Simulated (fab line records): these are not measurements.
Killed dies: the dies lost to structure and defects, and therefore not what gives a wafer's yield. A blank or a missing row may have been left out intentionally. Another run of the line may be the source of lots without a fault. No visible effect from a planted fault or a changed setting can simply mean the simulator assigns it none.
fab line records	flow sfq-line
record lots=16	wafers=48	last-day=84
route steps=325 shown M0@29 I4@174 JJ@179
lots that met no fault: taken from a fault-free run of the same line
start-h: start of the lot's first displayed wafer, in hours after the record's first day	wait-h: how many hours have passed since the lot's step before this one	" the same as in the row above	L1.1+2: a row that stands for several wafers	- no value, or no start given	* or withheld: withheld	< > ~ a bound
route shown NAME@n: names a module that has steps shown in the file, with the first one's number in the route	usual: mean/standard deviation taken from wafers without a fault	same: alike in all rows	chamber/n: place in a boat	sites: readings site by site	_std_site: the values' standard deviation	_edge_site: inner sites' mean taken away from outer sites' mean	radius-mm: how far each site lies from the wafer's centre	mask NAME#n: copy n	behind: the last tool/chamber to shape the wafer	hold: why the lot went on hold/how many hours it stayed there/how the hold came to an end	device: transistor that didn't switch, given as n, p or np	end of line: the same wafers' tests at the end of the route	a step without rows: its recipe alone	killed: dies lost to structure and defects at the first sort, not the wafer's yield	map: the dies of a wafer, with x for killed, . for not killed, _ for no die there
set.NAME: the setting the step ran with; set.NAME@STEP: the setting that earlier step ran with	model.NAME: the simulator's own value behind a step, which no gauge read
one table for each step of the route and one row for each wafer, over a sample of lots
services: when a tool's chamber went out of use (start-h, in hours from the record's first day, below 0 if earlier), for how many hours, and the reason
## steps
# step SFQ_TRILAYER_M0_DEP_SPUTTER_019
# recipe material=Nb	base-pressure-pa=1.33e-06	chamber-pressure-pa=0.1333	substrate-temp-c=20	resputter-cathode-voltage-v=400	target-thk-nm=200	power-w=2000	time-s=133.3
# usual throttle-valve-pct=30.5/1.1
lot.wafer	tool	chamber	start-h	wait-h	throttle-valve-pct
L978.2	pvd-sputter-06	-	107.34	0.0	30.1
L978.5	"	-	"	"	29.0
L978.6	"	-	"	"	30.4
L979.1	pvd-sputter-04	-	113.94	0.0	30.5
L979.2	"	-	"	"	33.0
L979.4	"	-	"	"	30.5
L981.2	pvd-sputter-05	-	124.34	0.0	30.0
L981.3	"	-	"	"	29.8
L981.4	"	-	"	"	30.1
L982.4	pvd-sputter-06	-	129.11	0.0	32.3
L982.5	"	-	"	"	30.6
L982.6	"	-	"	"	29.3
L983.2	pvd-sputter-06	-	131.44	0.0	29.0
L983.4	"	-	"	"	30.8
L983.5	"	-	"	"	29.7
L984.3	pvd-sputter-06	-	136.24	0.0	32.6
L984.5	"	-	"	"	32.2
L984.6	"	-	"	"	30.7
L985.1	pvd-sputter-06	-	144.66	0.0	29.6
L985.2	"	-	"	"	32.5
L985.5	"	-	"	"	29.0
L986.2	pvd-sputter-06	-	149.45	0.0	31.0
L986.3	"	-	"	"	29.7
L986.6	"	-	"	"	32.1
L987.3	pvd-sputter-06	-	155.44	0.0	29.9
L987.5	"	-	"	"	29.9
L987.6	"	-	"	"	29.0
L988.2	pvd-sputter-04	-	157.84	0.0	29.5
L988.5	"	-	"	"	29.6
L988.6	"	-	"	"	33.4
L992.1	pvd-sputter-05	-	186.46	0.0	30.0
L992.2	"	-	"	"	31.7
L992.4	"	-	"	"	29.8
L995.2	pvd-sputter-05	-	204.48	0.0	29.8
L995.4	"	-	"	"	31.5
L995.6	"	-	"	"	30.1
L997.4	pvd-sputter-05	-	215.26	0.0	31.4
L997.5	"	-	"	"	30.3
L997.6	"	-	"	"	30.0
L998.1	pvd-sputter-05	-	223.66	0.0	29.9
L998.5	"	-	"	"	31.6
L998.6	"	-	"	"	29.8
L999.2	pvd-sputter-05	-	230.88	0.0	31.6
L999.4	"	-	"	"	30.0
L999.5	"	-	"	"	31.8
L100.2	pvd-sputter-06	-	236.86	0.0	32.4
L100.3	"	-	"	"	28.9
L100.5	"	-	"	"	32.3
# step SFQ_M0_RS_MEAS_904
# recipe thk-meas-gauge=four-point-probe	reads=Nb_of_TRILAYER_M0_DEP_SPUTTER_019
# usual M0_NB_RS=0.891/0.007
lot.wafer	tool	chamber	start-h	wait-h	hold	M0_NB_RS[ohm/sq]
L978.2	film-metro-04	-	107.45	0.1	-	0.894
L978.5	"	-	"	"	-	0.891
L978.6	"	-	"	"	-	0.899
L979.1	film-metro-04	-	114.03	0.0	-	0.894
L979.2	"	-	"	"	-	0.903
L979.4	"	-	"	"	-	0.900
L981.2	film-metro-02	-	124.45	0.1	-	0.892
L981.3	"	-	"	"	-	0.885
L981.4	"	-	"	"	-	0.892
L982.4	film-metro-04	-	129.26	0.1	-	0.900
L982.5	"	-	"	"	-	0.904
L982.6	"	-	"	"	-	0.902
L983.2	film-metro-02	-	131.55	0.1	-	0.893
L983.4	"	-	"	"	-	0.900
L983.5	"	-	"	"	-	0.897
L984.3	film-metro-03	-	136.37	0.1	await-dispo/0.2h/release	0.742
L984.5	"	-	"	"	await-dispo/0.2h/release	0.746
L984.6	"	-	"	"	await-dispo/0.2h/release	0.745
L984.3	film-metro-03	-	136.66	0.3	-	0.741
L984.5	"	-	"	"	-	0.745
L984.6	"	-	"	"	-	0.747
L985.1	film-metro-02	-	144.75	0.0	await-dispo/0.2h/release	0.749
L985.2	"	-	"	"	await-dispo/0.2h/release	0.751
L985.5	"	-	"	"	await-dispo/0.2h/release	0.748
L985.1	film-metro-02	-	145.03	0.3	-	0.750
L985.2	"	-	"	"	-	0.750
L985.5	"	-	"	"	-	0.746
L986.2	film-metro-03	-	149.56	0.1	await-dispo/0.2h/release	0.743
L986.3	"	-	"	"	await-dispo/0.2h/release	0.744
L986.6	"	-	"	"	await-dispo/0.2h/release	0.742
L986.2	film-metro-03	-	149.85	0.3	-	0.745
L986.3	"	-	"	"	-	0.744
L986.6	"	-	"	"	-	0.744
L987.3	film-metro-04	-	155.57	0.1	await-dispo/0.2h/release	0.744
L987.5	"	-	"	"	await-dispo/0.2h/release	0.737
L987.6	"	-	"	"	await-dispo/0.2h/release	0.740
L987.3	film-metro-04	-	155.85	0.3	-	0.746
L987.5	"	-	"	"	-	0.738
L987.6	"	-	"	"	-	0.740
L988.2	film-metro-03	-	157.95	0.1	-	0.894
L988.5	"	-	"	"	-	0.891
L988.6	"	-	"	"	-	0.898
L992.1	film-metro-04	-	186.55	0.0	-	0.883
L992.2	"	-	"	"	-	0.879
L992.4	"	-	"	"	-	0.883
L995.2	film-metro-04	-	204.59	0.1	-	0.901
L995.4	"	-	"	"	-	0.899
L995.6	"	-	"	"	-	0.901
L997.4	film-metro-04	-	215.41	0.1	-	0.888
L997.5	"	-	"	"	-	0.889
L997.6	"	-	"	"	-	0.896
L998.1	film-metro-04	-	223.75	0.0	-	0.892
L998.5	"	-	"	"	-	0.894
L998.6	"	-	"	"	-	0.894
L999.2	film-metro-03	-	230.99	0.1	-	0.893
L999.4	"	-	"	"	-	0.900
L999.5	"	-	"	"	-	0.899
L100.2	film-metro-03	-	236.97	0.1	-	0.891
L100.3	"	-	"	"	-	0.884
L100.5	"	-	"	"	-	0.893
# step SFQ_TRILAYER_M0_ETCH_METAL_ETCH_024
# recipe target=Nb	stop-on=SiO2	mask-material=PR	chemistry=Cl2/Ar	target-depth-nm=240	icp-w=600	bias-w=80	pressure-mtorr=10	time-s=120
# usual bias-w=80.01/0.25	drypump-motor-current-A=5.6/0.46	oes-product-au=0.894/0.0058
lot.wafer	tool	chamber	start-h	wait-h	bias-w	drypump-motor-current-A	oes-product-au	rf-hours-counter-h
L978.2	rie-metal-01	0	153.41	0.0	79.51	5.9	0.887	165
L978.5	"	1	"	"	80.20	5.5	0.891	-
L978.6	"	0	"	"	79.75	5.9	0.892	-
L979.1	rie-metal-02	1	159.41	0.0	80.12	5.4	0.894	182
L979.2	"	0	"	"	79.93	4.7	0.893	183
L979.4	"	1	"	"	80.15	5.4	0.893	-
L981.2	rie-metal-02	1	173.61	0.0	80.21	5.4	0.898	183
L981.3	"	1	"	"	79.88	5.4	0.900	-
L981.4	"	0	"	"	79.70	4.7	0.896	-
L982.4	rie-metal-02	0	178.65	0.1	80.03	4.7	0.889	-
L982.5	"	1	"	"	80.09	5.4	0.883	-
L982.6	"	0	"	"	80.06	4.7	0.892	-
L983.2	rie-metal-04	1	182.21	0.0	80.05	5.7	0.896	191
L983.4	"	1	"	"	79.98	5.6	0.896	-
L983.5	"	1	"	"	79.66	5.7	0.886	-
L984.3	rie-metal-02	0	186.88	0.1	80.24	4.7	0.974	-
L984.5	"	1	"	"	80.10	5.4	0.979	-
L984.6	"	0	"	"	79.89	4.7	0.981	-
L985.1	rie-metal-02	1	197.63	0.0	80.39	5.4	0.988	188
L985.2	"	0	"	"	79.74	4.7	0.985	192
L985.5	"	1	"	"	79.93	5.4	0.985	-
L986.2	rie-metal-02	0	201.23	0.0	80.31	4.7	0.994	193
L986.3	"	0	"	"	80.25	4.7	0.987	-
L986.6	"	1	"	"	80.19	5.4	0.986	-
L987.3	rie-metal-04	1	210.88	0.1	79.69	5.6	0.989	-
L987.5	"	0	"	"	79.93	6.1	0.988	-
L987.6	"	1	"	"	79.93	5.6	0.992	-
L988.2	rie-metal-01	0	212.03	0.0	80.02	5.9	0.892	177
L988.5	"	0	"	"	79.88	5.9	0.900	-
L988.6	"	1	"	"	80.04	5.5	0.889	-
L992.1	rie-metal-04	0	243.29	0.1	80.08	6.2	0.899	30
L992.2	"	0	"	"	79.83	6.1	0.902	-
L992.4	"	0	"	"	79.45	6.1	0.903	-
L995.2	rie-metal-04	1	260.80	0.1	80.30	5.6	0.889	1
L995.4	"	1	"	"	79.91	5.7	0.885	-
L995.6	"	1	"	"	80.24	5.6	0.890	-
L997.4	rie-metal-01	0	271.63	0.1	79.94	5.9	0.892	-
L997.5	"	1	"	"	79.62	5.5	0.899	-
L997.6	"	0	"	"	79.81	5.9	0.884	-
L998.1	rie-metal-01	0	276.38	0.0	80.03	5.9	0.896	191
L998.5	"	0	"	"	79.85	5.9	0.892	-
L998.6	"	1	"	"	80.22	5.5	0.891	-
L999.2	rie-metal-04	1	281.18	0.0	79.99	5.6	0.894	6
L999.4	"	1	"	"	80.23	5.6	0.893	-
L999.5	"	0	"	"	79.91	6.1	0.887	-
L100.2	rie-metal-02	0	287.18	0.0	80.56	4.7	0.890	8
L100.3	"	0	"	"	80.10	4.7	0.903	-
L100.5	"	0	"	"	80.15	4.7	0.889	-
# step SFQ_TRILAYER_I4_VIA_BARC_OPEN_VIA_ETCH_146
# recipe mask-material=PR	chemistry=O2	target-depth-nm=125	target=BARC	source-w=500	bias-w=77.72	pressure-mtorr=30	time-s=41.7
# usual bias-w=77.75/0.24	drypump-motor-current-A=5.67/0.24	oes-product-au=0.687/0.0046
lot.wafer	tool	chamber	start-h	wait-h	bias-w	drypump-motor-current-A	oes-product-au	rf-hours-counter-h
L978.2	rie-diel-01	1	863.81	0.0	77.95	5.01	0.693	7
L978.5	"	0	"	"	77.98	6.08	0.688	-
L978.6	"	1	"	"	77.91	5.02	0.687	-
L979.1	rie-diel-03	0	875.35	0.0	77.93	5.43	0.676	4
L979.2	"	1	"	"	77.79	5.62	0.684	4
L979.4	"	3	"	"	77.84	5.80	0.694	15
L981.2	rie-diel-04	1	890.95	0.0	77.55	5.34	0.691	1
L981.3	"	3	"	"	77.79	5.80	0.686	4
L981.4	"	2	"	"	77.54	5.76	0.687	9
L982.4	rie-diel-03	2	896.95	0.0	77.80	5.77	0.687	4
L982.5	"	3	"	"	77.72	5.83	0.684	-
L982.6	"	2	"	"	78.10	5.78	0.688	-
L983.2	rie-diel-01	0	901.75	0.0	78.13	6.06	0.692	12
L983.4	"	1	"	"	77.83	5.06	0.692	8
L983.5	"	2	"	"	77.72	5.80	0.691	-
L984.3	rie-diel-03	2	908.34	0.0	77.90	5.76	0.687	4
L984.5	"	2	"	"	78.44	5.75	0.688	-
L984.6	"	3	"	"	78.05	5.79	0.686	-
L985.1	rie-diel-03	3	916.74	0.0	77.98	5.80	0.691	16
L985.2	"	1	"	"	78.19	5.60	0.691	5
L985.5	"	3	"	"	78.16	5.80	0.692	-
L986.2	rie-diel-04	2	939.09	0.0	77.52	5.79	0.692	9
L986.3	"	3	"	"	77.98	5.80	0.691	4
L986.6	"	0	"	"	77.33	5.72	0.689	-
L987.3	rie-diel-01	3	967.89	0.0	77.80	5.91	0.684	14
L987.5	"	1	"	"	77.45	5.01	0.692	-
L987.6	"	2	"	"	77.94	5.83	0.691	-
L988.2	rie-diel-04	3	973.89	0.0	77.65	5.81	0.687	5
L988.5	"	3	"	"	77.80	5.82	0.691	-
L988.6	"	2	"	"	78.09	5.79	0.685	-
L992.1	rie-diel-03	3	1005.09	0.0	77.54	5.82	0.688	17
L992.2	"	2	"	"	77.47	5.75	0.681	7
L992.4	"	0	"	"	78.13	5.44	0.683	7
L995.2	rie-diel-04	1	1204.58	0.0	77.58	5.33	0.689	4
L995.4	"	2	"	"	77.30	5.78	0.676	13
L995.6	"	3	"	"	77.54	5.79	0.694	-
L997.4	rie-diel-01	0	1216.73	0.0	78.14	6.07	0.683	-
L997.5	"	2	"	"	77.92	5.80	0.685	-
L997.6	"	1	"	"	78.28	5.07	0.685	-
L998.1	rie-diel-03	2	1238.56	0.0	77.63	5.76	0.682	11
L998.5	"	1	"	"	78.00	5.64	0.695	-
L998.6	"	0	"	"	77.76	5.43	0.688	-
L999.2	rie-diel-01	3	1248.16	0.0	77.50	5.90	0.689	17
L999.4	"	2	"	"	77.78	5.80	0.690	21
L999.5	"	1	"	"	77.74	5.04	0.695	-
L100.2	rie-diel-04	0	1262.69	0.0	77.42	5.71	0.688	8
L100.3	"	3	"	"	77.93	5.81	0.682	10
L100.5	"	2	"	"	77.38	5.78	0.682	-
# step SFQ_TRILAYER_JJ_TRILAYER_DEP_SPUTTER_109
# recipe material=Nb	base-pressure-pa=1.33e-06	chamber-pressure-pa=0.1333	substrate-temp-c=20	target-thk-nm=150	power-w=2000	time-s=100
# usual throttle-valve-pct=30.5/0.99
lot.wafer	tool	chamber	start-h	wait-h	throttle-valve-pct
L978.2	pvd-sputter-03	-	864.77	0.0	31.5
L978.5	"	-	"	"	31.6
L978.6	"	-	"	"	29.6
L979.1	pvd-sputter-03	-	876.31	0.0	30.8
L979.2	"	-	"	"	31.6
L979.4	"	-	"	"	30.4
L981.2	pvd-sputter-05	-	891.91	0.0	29.8
L981.3	"	-	"	"	29.7
L981.4	"	-	"	"	31.6
L982.4	pvd-sputter-06	-	897.93	0.0	30.9
L982.5	"	-	"	"	32.3
L982.6	"	-	"	"	29.8
L983.2	pvd-sputter-06	-	902.73	0.0	30.8
L983.4	"	-	"	"	29.2
L983.5	"	-	"	"	30.9
L984.3	pvd-sputter-03	-	909.30	0.0	29.8
L984.5	"	-	"	"	30.6
L984.6	"	-	"	"	29.6
L985.1	pvd-sputter-06	-	917.70	0.0	32.3
L985.2	"	-	"	"	30.8
L985.5	"	-	"	"	30.6
L986.2	pvd-sputter-06	-	940.05	0.0	30.8
L986.3	"	-	"	"	29.1
L986.6	"	-	"	"	29.8
L987.3	pvd-sputter-03	-	968.85	0.0	30.6
L987.5	"	-	"	"	30.9
L987.6	"	-	"	"	31.7
L988.2	pvd-sputter-06	-	975.45	0.0	30.7
L988.5	"	-	"	"	28.9
L988.6	"	-	"	"	30.7
L992.1	pvd-sputter-06	-	1006.66	0.0	32.2
L992.2	"	-	"	"	28.8
L992.4	"	-	"	"	30.7
L995.2	pvd-sputter-05	-	1205.56	0.0	31.5
L995.4	"	-	"	"	29.8
L995.6	"	-	"	"	30.1
L997.4	pvd-sputter-06	-	1218.27	0.0	29.1
L997.5	"	-	"	"	32.5
L997.6	"	-	"	"	30.7
L998.1	pvd-sputter-03	-	1239.52	0.0	30.7
L998.5	"	-	"	"	31.5
L998.6	"	-	"	"	31.0
L999.2	pvd-sputter-06	-	1249.89	0.0	29.8
L999.4	"	-	"	"	29.0
L999.5	"	-	"	"	30.6
L100.2	pvd-sputter-03	-	1264.24	0.0	29.6
L100.3	"	-	"	"	30.3
L100.5	"	-	"	"	29.6
# step SFQ_TRILAYER_JJ_CE_ETCH_RIE_118
# recipe target=Nb	stop-on=Al2O3	mask-material=PR	taper-deg=13.257	over-etch-frac=0.15	time-s=97.7	chemistry=SF6	target-depth-nm=170	icp-w=600	bias-w=80	pressure-mtorr=9.727
# usual bias-w=80.04/0.23	drypump-motor-current-A=5.4/0.4	oes-product-au=0.991/0.0069
# same over-etch-frac=0.15
lot.wafer	tool	chamber	start-h	wait-h	bias-w	drypump-motor-current-A	oes-product-au	rf-hours-counter-h
L978.2	rie-metal-04	0	973.49	0.1	80.12	6.1	0.994	169
L978.5	"	0	"	"	79.73	6.1	0.991	-
L978.6	"	1	"	"	79.76	5.6	0.999	-
L979.1	rie-metal-04	0	989.09	0.1	79.88	6.1	0.993	173
L979.2	"	1	"	"	80.04	5.7	0.991	137
L979.4	"	0	"	"	79.67	6.1	0.988	-
L981.2	rie-metal-02	0	1009.62	0.2	80.22	4.7	0.987	-
L981.3	"	0	"	"	80.08	4.7	0.989	-
L981.4	"	0	"	"	80.24	4.7	0.984	-
L982.4	rie-metal-03	0	1015.52	0.1	79.92	5.5	0.988	-
L982.5	"	0	"	"	79.66	5.5	0.998	-
L982.6	"	1	"	"	80.09	5.3	0.996	-
L983.2	rie-metal-02	1	1020.42	0.2	80.17	5.4	0.986	-
L983.4	"	1	"	"	80.19	5.4	0.998	-
L983.5	"	1	"	"	80.22	5.4	0.982	-
L984.3	rie-metal-04	1	1031.12	0.1	79.80	5.7	0.984	-
L984.5	"	0	"	"	80.03	6.1	0.991	-
L984.6	"	1	"	"	80.33	5.6	0.986	-
L985.1	rie-metal-04	1	1044.51	0.2	79.82	5.6	1.002	147
L985.2	"	1	"	"	80.07	5.7	0.998	-
L985.5	"	1	"	"	79.72	5.7	0.995	-
L986.2	rie-metal-03	0	1065.45	0.1	80.12	5.5	0.989	103
L986.3	"	0	"	"	80.09	5.5	0.965	-
L986.6	"	0	"	"	80.15	5.5	0.988	-
L987.3	rie-metal-02	1	1109.79	0.1	80.11	5.4	0.999	-
L987.5	"	0	"	"	80.03	4.7	0.986	-
L987.6	"	1	"	"	80.26	5.4	0.995	-
L988.2	rie-metal-03	1	1115.75	0.1	80.26	5.3	0.985	45
L988.5	"	1	"	"	80.35	5.3	0.990	-
L988.6	"	0	"	"	79.96	5.5	0.990	-
L992.1	rie-metal-04	1	1155.35	0.1	80.05	5.7	0.987	165
L992.2	"	0	"	"	80.09	6.1	0.992	12
L992.4	"	1	"	"	80.28	5.7	0.988	-
L995.2	rie-metal-03	0	1354.35	0.1	79.79	5.5	1.003	133
L995.4	"	1	"	"	80.19	5.3	0.997	-
L995.6	"	1	"	"	80.51	5.3	0.995	-
L997.4	rie-metal-03	0	1369.99	0.1	80.23	5.5	0.995	-
L997.5	"	1	"	"	80.08	5.3	0.992	-
L997.6	"	0	"	"	80.20	5.5	0.993	-
L998.1	rie-metal-03	0	1379.12	0.1	79.69	5.5	0.984	136
L998.5	"	1	"	"	80.21	5.3	0.987	-
L998.6	"	0	"	"	80.01	5.5	0.985	-
L999.2	rie-metal-02	0	1386.32	0.1	80.22	4.7	0.976	17
L999.4	"	0	"	"	80.02	4.7	0.981	-
L999.5	"	1	"	"	79.63	5.4	0.979	-
L100.2	rie-metal-02	1	1399.52	0.1	79.65	5.4	0.977	23
L100.3	"	1	"	"	79.98	5.4	0.985	-
L100.5	"	1	"	"	79.93	5.4	0.978	-
## services
tool	chamber	start-h	hours	kind
pvd-sputter-06	-	85.08	4.7	repair
rie-metal-02	1	161.31	9.9	repair
pvd-sputter-06	-	237.68	9.5	repair
rie-metal-02	-	250.08	14.6	pm
rie-metal-02	-	264.68	2.8	pm
pvd-sputter-06	-	299.19	5.3	repair
pvd-sputter-06	-	415.99	4.9	repair
rie-metal-02	-	428.97	1.4	pm
rie-metal-02	-	473.13	0.7	repair
rie-metal-02	1	488.01	18.6	repair
rie-metal-02	1	508.26	26.4	repair
pvd-sputter-06	-	580.07	26.1	repair
rie-metal-02	-	582.54	28.1	pm
rie-metal-02	-	713.91	0.3	repair
rie-metal-02	0	716.19	27.8	repair
rie-metal-02	-	883.65	1.2	repair
rie-metal-02	1	1002.11	15.7	repair
rie-metal-02	0	1011.13	20.4	repair
pvd-sputter-06	-	1035.06	1.2	repair
rie-metal-02	1	1181.51	7.3	repair
pvd-sputter-06	-	1202.49	3.1	repair
rie-metal-02	0	1205.91	9.3	repair
rie-metal-02	1	1268.05	2.7	repair
pvd-sputter-06	-	1287.39	3.5	repair
## key
first-sign step=SFQ_M0_RS_MEAS_904	reading=visit	direction=added
effect step=SFQ_M0_RS_MEAS_904	reading=M0_NB_RS	direction=down	sigmas=21	usual=0.891	struck=0.744
effect step=SFQ_TRILAYER_M0_ETCH_METAL_ETCH_024	reading=oes-product-au	direction=up	sigmas=16	usual=0.894	struck=0.986
met-at SFQ_TRILAYER_M0_DEP_SPUTTER_019
struck-lots L984,L985,L986,L987
not-acting-at SFQ_TRILAYER_I4_VIA_BARC_OPEN_VIA_ETCH_146,SFQ_TRILAYER_JJ_TRILAYER_DEP_SPUTTER_109,SFQ_TRILAYER_JJ_CE_ETCH_RIE_118
onset-between 131.44 136.24
fault kind=process-parameter-drift	tool=pvd-sputter-06	chamber=-	onset-h=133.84	steps=SFQ_TRILAYER_M0_DEP_SPUTTER_019	channel=time-s	offset=*	shape=step	end-h=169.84	acts-in=*	stated=*
